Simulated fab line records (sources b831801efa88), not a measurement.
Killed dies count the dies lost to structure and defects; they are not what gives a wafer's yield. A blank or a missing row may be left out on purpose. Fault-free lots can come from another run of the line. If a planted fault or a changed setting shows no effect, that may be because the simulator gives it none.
Which tool was responsible? :: flow sky130 :: Sampling: 7 lots, 21 wafers, 2 of 708 route steps

WHAT EACH GAUGE READ, for each wafer
SKY_VIA3_THK_MEAS_01.
lot: L747
measured: day 38 20:50
on: film metro-02
VIA3_HDPCVD_THK (nm): 1612 1657 1637

lot: L751
measured: day 40 19:50
on: film metro-01
VIA3_HDPCVD_THK (nm): 1678 1664 1680

lot: L753
measured: day 41 11:09
on: film metro-01
VIA3_HDPCVD_THK (nm): 1608 1600 1595

lot: L761
measured: day 43 01:25
on: film metro-01
VIA3_HDPCVD_THK (nm): 1652 1630 1646

lot: L765
measured: day 44 05:29
on: film metro-03
VIA3_HDPCVD_THK (nm): 1639 1653 1659

lot: L768
measured: day 44 20:24
on: film metro-03
VIA3_HDPCVD_THK (nm): 1623 1615 1610

lot: L769
measured: day 45 04:02
on: film metro-01
VIA3_HDPCVD_THK (nm): 1633 1641 1633

WHAT TOOL EACH LOT RAN ON (gives the tool, then ch and the chambers of the sampled wafers, and finally the start)
lot: L747
SKY_VIA3_HDPCVD_00: hdpcvd-01 ch 0,1,2, day 38 20:40

lot: L751
SKY_VIA3_HDPCVD_00: hdpcvd-01 ch 0,1,2, day 40 19:38

lot: L753
SKY_VIA3_HDPCVD_00: hdpcvd-01 ch 0,2, day 41 10:59

lot: L761
SKY_VIA3_HDPCVD_00: hdpcvd-02 ch 1,2, day 43 01:14

lot: L765
SKY_VIA3_HDPCVD_00: hdpcvd-01 ch 0,1,2, day 44 05:19

lot: L768
SKY_VIA3_HDPCVD_00: hdpcvd-02 ch 0,1,2, day 44 20:13

lot: L769
SKY_VIA3_HDPCVD_00: hdpcvd-02 ch 0,2, day 45 03:52
- SKY_VIA3_HDPCVD_00: deposits SiO2, target thk 1635 nm, time 272.5 s.

THE ANSWER, worked out from the rows above alone
Rule: usual is defined by the lots themselves. Put in order of their means at a reading, lots are off if they are a third of the lots or fewer, leave a main group of 4 or more, and stand apart from it by a gap of 3 or more times the standard deviation of the main group's means; of several such gaps the widest counts. If all means in a main group match to the digits the tables above print for the reading, that group is not used. A lot without any number at a reading at which 4 lots or more have one is off too. All remaining lots with rows at the step are treated as sound.
No lot is off on any of the readings shown, so nothing can be concluded from this.

WHAT THE SIMULATOR HAD INSERTED
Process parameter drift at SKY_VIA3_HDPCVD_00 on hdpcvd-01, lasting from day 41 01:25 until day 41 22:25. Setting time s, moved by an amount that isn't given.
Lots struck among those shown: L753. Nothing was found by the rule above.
